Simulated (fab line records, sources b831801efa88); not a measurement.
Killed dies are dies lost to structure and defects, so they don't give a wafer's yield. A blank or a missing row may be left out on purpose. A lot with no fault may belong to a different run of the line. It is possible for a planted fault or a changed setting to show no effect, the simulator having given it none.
Code-filled problem report in 8D (eight disciplines) form :: flow gf180mcu :: the parts of the form that need people (team, actions taken, sign-off) are left out

## 1. THE PROBLEM
Wafers without a fault read 139.98, standard deviation 0.14; exposure_dose_mJ_cm2 at GF_NSD_EXPOSE_04 reads a mean of 136.58 on 9 wafers belonging to 3 lots. Measured from the usual mean, that is -24 standard deviations.
The step: exposes mask Nplus, target cd 400 nm.
Earliest sighting: wafer L898.1 on iline_stepper-02 at day 18 22:26. The record holds 21 wafers of 7 lots with a number at this step. By rule, "out" or "out of limits" means more than 4 standard deviations away from the usual mean. The rest of the wafers with a number are treated as sound.

## 2. WHAT THIS IS AND IS NOT
question: which readings at this step
is: exposure_dose_mJ_cm2
is not: -

question: which lots
is: L898, L901, L903
is not: L881, L882, L892, L902

question: which wafers of those lots
is: all that have a number
is not: -

question: read on which tools
is: iline_stepper-02
is not: iline_stepper-01

question: when
is: from day 18 22:26
is not: up to then (9 sound wafers); but 3 sound wafers of L902 came after

## 3. THE SUSPECTS, EACH WITH WHAT RULES IT OUT
Counting: a tool at any process step up to the reading remains a suspect when it ran all the lots that are out and ran no sound lot after the first of those.
- iline_stepper-02 at GF_NSD_EXPOSE_04 (exposes mask Nplus, target cd 400 nm): kept. All lots that are out passed through it, beginning with L898 at day 18 22:26, and no sound lot followed; its final sound lot before that point was L892 at day 16 22:46. Its own exposure_dose_mJ_cm2 readings are out on those wafers.
The count leaves iline_stepper-02 at GF_NSD_EXPOSE_04.

## 4. THE CAUSE (what the simulator had put in)
Process parameter drift: iline_stepper-02, from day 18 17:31 on, at GF_NSD_EXPOSE_04. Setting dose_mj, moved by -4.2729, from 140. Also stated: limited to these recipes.
After counting, this tool was the only one left.

## 5. SEQUENCE OF EFFECTS, ordered by route
Each row: a reading where the mean over the struck wafers with a number is more than 3 standard deviations away from the usual. Only readings for which the record gives a usual standard deviation are gone through. hours: the time from each lot's start at the first step in this table that gives one to its start at this step, as a median over the lots. sigmas: the change in usual standard deviations.
hours: 0
step: GF_NSD_EXPOSE_04
reading: exposure_dose_mJ_cm2
usual: 139.98
on struck wafers: 136.58
change: -3.40
sigmas: -24
Here are the process steps it includes:
- GF_NSD_EXPOSE_04: exposes mask Nplus, target cd 400 nm.

## 6. WHAT WOULD HAVE CAUGHT IT SOONER
In this record no reading fell out of limits until day 18 22:26, 5 hours after the fault had begun at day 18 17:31.
